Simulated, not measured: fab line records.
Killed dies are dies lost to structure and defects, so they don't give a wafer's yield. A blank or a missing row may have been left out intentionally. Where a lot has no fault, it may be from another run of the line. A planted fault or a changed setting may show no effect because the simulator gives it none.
Split-lot study -- flow sky130 -- on a route of 708 steps: 5 lots, 23 wafers read

ON THE SPLIT
At SKY_LI_CONTACT_EXPOSE_09 (exposes mask LICM1, target cd 170 nm), the setting doseMj was moved away from the recipe's 38 on 10 of the 23 wafers read, by -7.3% to -1.9%. All remaining wafers had this setting at the recipe value.

FROM THE SPLIT TO THE READING: what the file shows between them, 2 steps
- SKY_LI_CONTACT_PEB_10
- SKY_LI_CONTACT_DEVELOP_11: develop time 60 s

THE READING
cdNm at SKY_LI_CONTACT_CD_MEAS_12, given in nm (cd target 170 nm). Typical for fault-free wafers on this fab line: 170.2 nm, with standard deviation 1.3 nm.

wafer,"tool, chamber at the split",doseMj as run,against the recipe,"cdNm, nm",against lot-mates on the recipe
L075.1,"krfScanner-02, 0",38,recipe,170.0,-
L075.2,"krfScanner-02, 0",36.32,-4.4%,161.3,-8.5
L075.4,"krfScanner-02, 0",36.32,-4.4%,161.9,-7.9
L075.5,"krfScanner-02, 0",38,recipe,169.7,-
L075.6,"krfScanner-02, 0",36.32,-4.4%,160.2,-9.7
L076.2,"krfScanner-01, 0",38,recipe,169.8,-
L076.5,"krfScanner-01, 0",38,recipe,171.5,-
L076.6,"krfScanner-01, 0",38,recipe,170.5,-
L081.1,"krfScanner-01, 0",38,recipe,170.0,-
L081.2,"krfScanner-01, 0",38,recipe,169.1,-
L081.3,"krfScanner-01, 0",38,recipe,170.8,-
L081.4,"krfScanner-01, 0",35.21,-7.3%,154.2,-15.8
L081.5,"krfScanner-01, 0",35.21,-7.3%,156.2,-13.8
L083.1,"krfScanner-02, 0",38,recipe,167.1,-
L083.2,"krfScanner-02, 0",36.41,-4.2%,159.7,-8.9
L083.3,"krfScanner-02, 0",38,recipe,169.3,-
L083.4,"krfScanner-02, 0",38,recipe,169.4,-
L083.6,"krfScanner-02, 0",36.41,-4.2%,159.6,-9.0
L085.1,"krfScanner-02, 0",38,recipe,170.6,-
L085.3,"krfScanner-02, 0",37.29,-1.9%,168.8,-2.3
L085.4,"krfScanner-02, 0",37.29,-1.9%,166.1,-5.0
L085.5,"krfScanner-02, 0",38,recipe,171.7,-
L085.6,"krfScanner-02, 0",37.29,-1.9%,168.4,-2.7

THE FIT
A straight line over all 23 wafers: cdNm changes by +2.07 nm for each +1% of doseMj; r = +0.97; the points scatter about the line by 1.4 nm.
The same after taking each lot's own level away (the mean of its wafers on the recipe; 23 wafers): +2.02 nm for each +1%; r = +0.99; scatter 0.87 nm.
That fit puts the effect of the largest move of doseMj on the reading at 15 nm.
The lots' own levels span 168.60 to 171.15 nm, that is 2.0 times the standard deviation above.
So the lot-to-lot level changes the slope little: the two slopes agree.
Check: -14.4 nm against its lot-mates is what the line predicts for one of the wafers moved furthest among these (-7.3%) when that wafer is left out of the fit. Against them it came out at -15.8 nm.

THE OTHER SPLITS THESE WAFERS WENT THROUGH
Before the reading, these wafers also passed through other splits. Each is held against what the fit with the lots' levels taken away leaves over:
other split on the same wafers,wafers away from the commonest value,r with cdNm (lot level and that fit taken away)
SKY_POLY_CUT_COAT_02 resistThkNm,7,-0.03
SKY_POLY_CUT_ETCH_10 biasW,11,+0.13
SKY_SD_P_DEVELOP_06 devTempC,10,-0.06
SKY_SD_N_DEVELOP_06 devTempC,9,-0.28
SKY_SD_N_IMPLANT_10 energyKev,10,-0.09
SKY_LI_CONTACT_HDPCVD_00 timeS,8,+0.01

THE WHOLE CHAIN: every reading that the file lists as answering this split, in the file's order
step,what it does,reading,change (the file's fit),r (the file's)
SKY_LI_CONTACT_CD_MEAS_12,target cd 170 nm,cdNm,+2.02 nm for each +1% of the setting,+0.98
SKY_LI_CONTACT_ETCH_14,"etches BARC in N2/H2, stops on SiO2, time 45.9 s, target depth 60 nm","LI_CONTACT.cdNm (the simulator's own value, which no gauge read)",+2.1 nm for each +1% of the setting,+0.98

FILE'S OWN FIT
cdNm changes by +2.02 nm for each +1% of doseMj, r = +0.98.
